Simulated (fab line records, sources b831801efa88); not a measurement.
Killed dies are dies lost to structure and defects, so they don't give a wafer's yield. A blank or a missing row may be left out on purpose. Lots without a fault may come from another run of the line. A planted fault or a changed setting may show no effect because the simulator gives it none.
Problem report in the 8D (eight disciplines) form, filled by code | flow sky130 | the parts of the form that need people (team, actions taken, sign-off) are left out

1. THE PROBLEM
NWELL_TW at SKY_NWELL_TW_MEAS_15 reads a mean of 3824 on 6 wafers of 2 lots; wafers without a fault read 1821 with a standard deviation of 13. That is +99 or more standard deviations from the usual mean.
First seen on wafer L765.1, day 6 06:26, on film_metro-03. The record holds 33 wafers of 11 lots with a number at this step. Rule for "out", or "out of limits": more than 4 standard deviations from the usual mean. The other wafers with a number count as sound.

2. WHAT IT IS AND WHAT IT IS NOT
question                    | is                           | is not
which readings at this step | NWELL_TW                     | -
which lots                  | L765, L768                   | L761, L769, L774, L775, L778, L779, L780, L781, L782
which wafers of those lots  | all that have a number       | -
read on which gauges        | film_metro-01, film_metro-03 | film_metro-04
when                        | from day 6 06:26             | up to then (3 sound wafers); but 24 sound wafers of L769, L774, L775, L778, L779, L780, L781, L782 came after

3. SUSPECTS, AND WHAT RULES EACH OUT
Counting: a tool at a process step up to the reading stays a suspect if it ran every lot that is out and no sound lot after the first of them.
- the gauge at SKY_NWELL_TW_MEAS_15: ruled out. The wafers that are out were read on 2 gauges (film_metro-01, film_metro-03).
- rie_si-01 at SKY_FIELD_ISO_ETCH_17 (etches Si in HBr/Cl2/O2, target depth 342 nm, time 97.7 s): ruled out as a lasting fault. Sound lots L775, L779, L781 ran on it after its first lot that is out, L765 (day 3 15:44).
- implanter-02 at SKY_NWELL_IMPLANT_11: ruled out as a lasting fault. Sound lots L778, L781, L782 ran on it after its first lot that is out, L765 (day 6 05:53).
Left after counting: nothing in the record.

4. THE CAUSE (what the simulator had put in)
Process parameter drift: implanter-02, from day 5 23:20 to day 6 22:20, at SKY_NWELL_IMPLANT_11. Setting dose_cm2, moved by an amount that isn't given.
Counting ruled it out, wrongly: the rule takes a fault to strike every lot that its tool runs from its start on, and this one did not.

5. THE CHAIN OF EFFECTS, in route order
Each row: a reading whose mean over the struck wafers that have a number lies more than 3 standard deviations from the usual. Only readings for which the record gives a usual standard deviation are gone through. hours: the time from each lot's start at the first step in this table that gives one to its start at this step, as a median over the lots. sigmas: the change in usual standard deviations.
hours | step                 | reading            | usual        | on struck wafers | change   | sigmas
0     | SKY_NWELL_IMPLANT_11 | beam_on_s          | 10.02 s      | 70.19            | +60.17   | +99 or more
0     | SKY_NWELL_IMPLANT_11 | dose_ions_cm2      | 1.9e+13      | 2.1e+14          | +1.9e+14 | +99 or more
0     | SKY_NWELL_IMPLANT_11 | faraday_current_uA | 106.9        | 166.2            | +59.3    | +27
1     | SKY_NWELL_TW_MEAS_15 | NWELL_TW           | 1821         | 3824             | +2002    | +99 or more
20    | SKY_NWELL_RS_MEAS_29 | NWELL_RS           | 624.6 ohm/sq | 161.0            | -463.6   | -99 or more
The process steps in it:
- SKY_NWELL_IMPLANT_11
Later measuring or inspecting steps at which every struck wafer that the step has a row for has a number for every such reading, and none has moved that far: SKY_NWELL_RS_MEAS_31, SKY_VT_ADJUST_HVTP_TW_MEAS_11.

6. WHAT WOULD HAVE CAUGHT IT SOONER
In this record the first reading out of limits at a measuring or inspecting step was taken at day 6 06:26, 7 hours after the fault began at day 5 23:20.
The tool's own readings at SKY_NWELL_IMPLANT_11 were out on every struck wafer that the step has a row for (beam_on_s, dose_ions_cm2, faraday_current_uA): an alarm limit on them would have fired on the first of those.
